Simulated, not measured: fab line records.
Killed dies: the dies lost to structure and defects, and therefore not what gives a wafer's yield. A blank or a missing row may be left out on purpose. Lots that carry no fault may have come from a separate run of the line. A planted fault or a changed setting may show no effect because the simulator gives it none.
Chamber matching | flow sky130 | SKY_SPACER_ETCHBACK_02 on rie diel-03: 4 sister chambers
The step etches Si3N4 in CH3F/O2, stops on SiO2, time 46.7 s, target depth 45 nm. 16 wafers are shown with their chamber, then 8 later ones without.

== WAFERS WITH THEIR CHAMBER ==
wafer  | chamber | drypump motor current A (A) | oes product au (a.u.) | throttle valve pct (%)
L703.2 | 2       | 5.7                         | 0.860                 | 10.541
L703.5 | 2       | 5.7                         | 0.853                 | 10.564
L703.6 | 0       | 5.7                         | 0.865                 | 10.551
L704.1 | 2       | 5.7                         | 0.848                 | 10.570
L704.2 | 0       | 5.7                         | 0.850                 | 10.566
L704.5 | 2       | 5.7                         | 0.837                 | 10.568
L706.3 | 2       | 5.7                         | 0.844                 | 10.567
L706.4 | 1       | 6.2                         | 0.861                 | 10.565
L706.5 | 0       | 5.7                         | 0.861                 | 10.548
L709.3 | 3       | 5.3                         | 0.851                 | 10.560
L709.5 | 3       | 5.3                         | 0.843                 | 10.565
L709.6 | 1       | 6.1                         | 0.850                 | 10.570
L713.2 | 0       | 5.7                         | 0.865                 | 10.566
L713.4 | 0       | 5.7                         | 0.865                 | 10.571
L713.5 | 1       | 6.1                         | 0.856                 | 10.569
L714.1 | 1       | 6.2                         | 0.849                 | 10.570

SIGNATURES (averages over the wafers above)
reading                 | chamber 0 | chamber 1 | chamber 2 | chamber 3 | scatter within a chamber
drypump motor current A | 5.700     | 6.150     | 5.700     | 5.300     | 0.0289
oes product au          | 0.86120   | 0.85400   | 0.84840   | 0.84700   | 0.00707
throttle valve pct      | 10.56040  | 10.56850  | 10.56200  | 10.56250  | 0.0092
Rule: for each reading, subtract the chamber's mean from the wafer's reading, divide by that reading's scatter and square the result; add these up over the readings and take the root, which gives the wafer's distance from the chamber. The wafer belongs to the nearest chamber; if the next one is less than 2 further off, it can't be placed. The scatter: the root of (the sum of the squares of (reading less its chamber's mean) over the shown wafers, divided by (wafers less chambers)).

== WAFERS WITH NO CHAMBER GIVEN ==
wafer  | drypump motor current A (A) | oes product au (a.u.) | throttle valve pct (%)
L714.3 | 5.2                         | 0.848                 | 10.561
L714.4 | 6.2                         | 0.850                 | 10.561
L715.3 | 5.2                         | 0.863                 | 10.552
L715.5 | 6.1                         | 0.853                 | 10.559
L715.6 | 5.2                         | 0.858                 | 10.562
L716.1 | 6.1                         | 0.863                 | 10.552
L716.4 | 5.2                         | 0.856                 | 10.553
L716.6 | 5.7                         | 0.858                 | 10.550

== CHAMBER TAKEN BY EACH ==
wafer  | from the rows above     | in truth
L714.3 | 3                       | 3
L714.4 | 1                       | 1
L715.3 | 3                       | 3
L715.5 | 1                       | 1
L715.6 | 3                       | 3
L716.1 | 1                       | 1
L716.4 | 3                       | 3
L716.6 | can't be placed: 0 or 2 | 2
7 of 8 placed correctly. Unplaceable from these rows: 1, with the true chamber sitting among the candidates in 1. Number placed wrongly: 0.
